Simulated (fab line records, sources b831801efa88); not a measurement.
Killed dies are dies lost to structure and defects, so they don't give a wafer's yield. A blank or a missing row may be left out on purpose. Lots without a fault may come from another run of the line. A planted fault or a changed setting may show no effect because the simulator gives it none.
Which tool did it? | flow gf180mcu | 11 lots, 33 wafers sampled, at 4 steps of a route of 602

WHAT THE GAUGES READ, wafer by wafer
GF_PSD_TW_MEAS_11.
lot  | measured     | on            | PSD_TW
L182 | day 14 06:16 | film_metro-04 | 3181 3194 3195
L183 | day 14 12:16 | film_metro-04 | 3194 3204 3197
L184 | day 14 22:17 | film_metro-03 | 3185 3181 3199
L188 | day 16 09:08 | film_metro-04 | 3166 3179 3178
L190 | day 17 00:03 | film_metro-01 | 3160 3157 3153
L191 | day 17 10:05 | film_metro-01 | 3156 3148 3136
L194 | day 18 09:40 | film_metro-04 | 2946 2946 2942
L195 | day 18 20:32 | film_metro-03 | 2913 2927 2908
L202 | day 21 08:41 | film_metro-03 | 3140 3147 3178
L203 | day 21 16:57 | film_metro-04 | 3172 3180 3196
L204 | day 22 04:52 | film_metro-03 | 3175 3176 3164

WHICH TOOL RAN EACH LOT (tool, then ch and the chambers of the sampled wafers, then the start)
lot  | GF_POLY_GATE_ETCH_12               | GF_PSD_IMPLANT_09               | GF_PSD_STRIP_10
L182 | rie_diel-03 ch 0,1,3, day 9 07:04  | implanter-01 ch 0, day 14 06:03 | plasma_asher-03 ch 0,1, day 14 06:11
L183 | rie_diel-02 ch 1,2,3, day 9 11:41  | implanter-02 ch 0, day 14 12:02 | plasma_asher-03 ch 1, day 14 12:10
L184 | rie_diel-04 ch 0,1,2, day 9 20:59  | implanter-01 ch 0, day 14 22:05 | plasma_asher-01 ch 0,1, day 14 22:11
L188 | rie_diel-03 ch 0,2, day 11 00:44   | implanter-02 ch 0, day 16 08:54 | plasma_asher-03 ch 0,1, day 16 09:02
L190 | rie_diel-03 ch 0,2, day 11 12:53   | implanter-02 ch 0, day 16 23:48 | plasma_asher-03 ch 0,1, day 16 23:57
L191 | rie_diel-03 ch 1,2,3, day 11 21:43 | implanter-02 ch 0, day 17 09:51 | plasma_asher-01 ch 0,1, day 17 09:59
L194 | rie_diel-02 ch 0,3, day 12 16:38   | implanter-02 ch 0, day 18 09:27 | plasma_asher-02 ch 0,1, day 18 09:35
L195 | rie_diel-02 ch 2,3, day 12 22:40   | implanter-02 ch 0, day 18 20:17 | plasma_asher-03 ch 0,1, day 18 20:26
L202 | rie_diel-04 ch 1,2, day 15 05:19   | implanter-01 ch 0, day 21 08:27 | plasma_asher-02 ch 0,1, day 21 08:34
L203 | rie_diel-04 ch 1,3, day 15 12:41   | implanter-01 ch 0, day 21 16:42 | plasma_asher-02 ch 0,1, day 21 16:51
L204 | rie_diel-03 ch 2,3, day 15 21:52   | implanter-03 ch 0, day 22 04:38 | plasma_asher-03 ch 0,1, day 22 04:45
- GF_POLY_GATE_ETCH_12: etches BARC in N2/H2.
- GF_PSD_IMPLANT_09
- GF_PSD_STRIP_10: strips in O2/N2.

THE ANSWER, worked out from the rows above alone
Rule: what is usual is taken from the lots themselves. Put in order of their means at a reading, lots are off if they are a third of the lots or fewer, leave a main group of 4 or more, and stand apart from it by a gap of 3 or more times the standard deviation of the main group's means; of several such gaps the widest counts. A main group whose means are all the same, to the digits that the tables above print for the reading, isn't used. A lot without any number at a reading at which 4 lots or more have one is off too. The other lots that the step has rows for count as sound.
Off: L194, L195, at GF_PSD_TW_MEAS_11 (PSD_TW). The main group: mean 3174, standard deviation 17.
A tool fits if, at a process step before that reading, it ran every lot that is off, and no sound lot after the first of them. The gauges at GF_PSD_TW_MEAS_11 are tried like those tools. Can't be told from this: 2 tools fit, rie_diel-02 at GF_POLY_GATE_ETCH_12, implanter-02 at GF_PSD_IMPLANT_09.

WHAT THE SIMULATOR HAD PUT IN
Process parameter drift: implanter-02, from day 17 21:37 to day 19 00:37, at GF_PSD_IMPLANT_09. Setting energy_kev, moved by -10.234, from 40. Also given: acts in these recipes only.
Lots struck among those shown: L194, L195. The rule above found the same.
